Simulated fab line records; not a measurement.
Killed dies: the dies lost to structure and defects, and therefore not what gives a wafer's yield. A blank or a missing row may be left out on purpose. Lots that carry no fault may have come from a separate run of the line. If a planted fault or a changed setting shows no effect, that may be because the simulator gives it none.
Which of the tools did it?    flow gf180mcu    Sampling: 15 lots, 45 wafers, 3 of 602 route steps

WHAT EACH GAUGE READ, for each wafer
GF_STI_THK_MEAS_30.
lot   measured     on             STI_OXIDATION_02_THK (nm)
L538  day 2 08:40  film_metro-04  10.09 9.87 9.86
L539  day 2 12:23  film_metro-01  10.14 10.06 9.99
L542  day 3 03:28  film_metro-04  10.36 10.10 10.09
L543  day 3 07:16  film_metro-01  9.91 9.94 9.89
L545  day 3 18:58  film_metro-01  9.71 9.85 9.74
L547  day 4 04:53  film_metro-01  10.12 10.05 9.89
L549  day 4 15:51  film_metro-04  9.80 10.05 9.92
L550  day 4 19:28  film_metro-01  9.93 9.76 10.06
L551  day 5 00:58  film_metro-01  10.07 10.03 10.24
L552  day 5 06:55  film_metro-02  10.20 10.38 10.15
L554  day 5 19:00  film_metro-04  10.11 10.07 10.14
L557  day 6 07:37  film_metro-02  9.96 9.90 10.13
L559  day 6 17:35  film_metro-01  10.24 10.54 10.49
L560  day 6 22:55  film_metro-04  10.19 10.13 10.15
L561  day 7 04:11  film_metro-01  9.83 10.02 9.76

GF_HV_LDD_OVL_MEAS_08.
lot   measured      on          HV_LDD_OVL (nm)
L538  day 10 00:41  overlay-01  1.9 0.9 1.2
L539  day 10 08:43  overlay-01  2.7 2.4 2.8
L542  day 11 04:07  overlay-01  2.9 2.0 1.5
L543  day 11 09:53  overlay-02  3.1 3.3 2.7
L545  day 12 02:01  overlay-01  -0.1 1.1 0.0
L547  day 12 18:44  overlay-01  1.4 0.2 1.4
L549  day 13 15:34  overlay-02  0.0 2.1 0.7
L554  day 15 02:47  overlay-02  -0.1 0.5 1.6
L557  day 15 20:17  overlay-02  2.4 1.6 4.3
L559  day 16 08:43  overlay-01  0.1 2.3 1.8
L560  day 16 16:19  overlay-02  3.8 3.9 3.6
L561  day 17 01:30  overlay-02  2.8 2.2 1.0

WHICH TOOL RAN EACH LOT (tool, then ch and the chambers of the sampled wafers, then the start)
lot   GF_DUAL_GATE_OXIDATION_15
L538  furnace-02 ch 0, day 8 08:47
L539  furnace-02 ch 0, day 8 15:42
L542  furnace-02 ch 0, day 9 11:19
L543  furnace-02 ch 0, day 9 16:16
L545  furnace-01 ch 0, day 10 07:02
L547  furnace-02 ch 0, day 10 23:48
L549  furnace-02 ch 0, day 11 14:59
L550  furnace-02, day 11 19:47
L551  furnace-01, day 12 02:32
L552  furnace-01, day 12 12:08
L554  furnace-01 ch 0, day 13 04:17
L557  furnace-02 ch 0, day 13 22:15
L559  furnace-02 ch 0, day 14 08:47
L560  furnace-01 ch 0, day 14 15:55
L561  furnace-02 ch 0, day 15 00:11
- GF_DUAL_GATE_OXIDATION_15: stabilise 600 s, purge 300 s, target thk 7.098 nm.

AS READ BY THE TOOLS THEMSELVES (means over the sampled wafers that have a number; for cases with no such wafer, the mark the record gives instead)
GF_DUAL_GATE_OXIDATION_15.
lot   tool        ox_temp_c (C)  ox_temp_c_max
L538  furnace-02  849.8          856.2
L539  furnace-02  849.6          856.0
L542  furnace-02  850.0          856.0
L543  furnace-02  850.1          856.3
L545  furnace-01  849.9          853.5
L547  furnace-02  849.9          856.4
L549  furnace-02  849.6          855.0
L550  furnace-02  -              -
L551  furnace-01  -              -
L552  furnace-01  -              -
L554  furnace-01  850.2          852.6
L557  furnace-02  850.1          856.8
L559  furnace-02  849.8          856.0
L560  furnace-01  850.2          853.4
L561  furnace-02  849.5          855.6

THE ANSWER, worked out from the rows above alone
Rule: the usual values come from the lots themselves. Put in order of their means at a reading, lots are off if they are a third of the lots or fewer, leave a main group of 4 or more, and stand apart from it by a gap of 3 or more times the standard deviation of the main group's means; of several such gaps the widest counts. Not used: any main group whose means are identical at the precision the tables above print for the reading. A lot without any number at a reading at which 4 lots or more have one is off too. All remaining lots with rows at the step are treated as sound. After the gauges, taken in route order, come the tools' own readings; for these a lot's mean is taken, as printed above. The first step at which some lot is off is used, and at that step the reading that is off furthest; a lot without a number counts as furthest.
Off: L550, L551, L552, at GF_DUAL_GATE_OXIDATION_15 (ox_temp_c). Without a number there: L550, L551, L552. The main group: mean 849.9 C, standard deviation 0.23.
A tool fits if, at that step or a process step before it, it ran every lot that is off, and no sound lot after the first of them. Of those tried, none fits.

WHAT THE SIMULATOR HAD PUT IN
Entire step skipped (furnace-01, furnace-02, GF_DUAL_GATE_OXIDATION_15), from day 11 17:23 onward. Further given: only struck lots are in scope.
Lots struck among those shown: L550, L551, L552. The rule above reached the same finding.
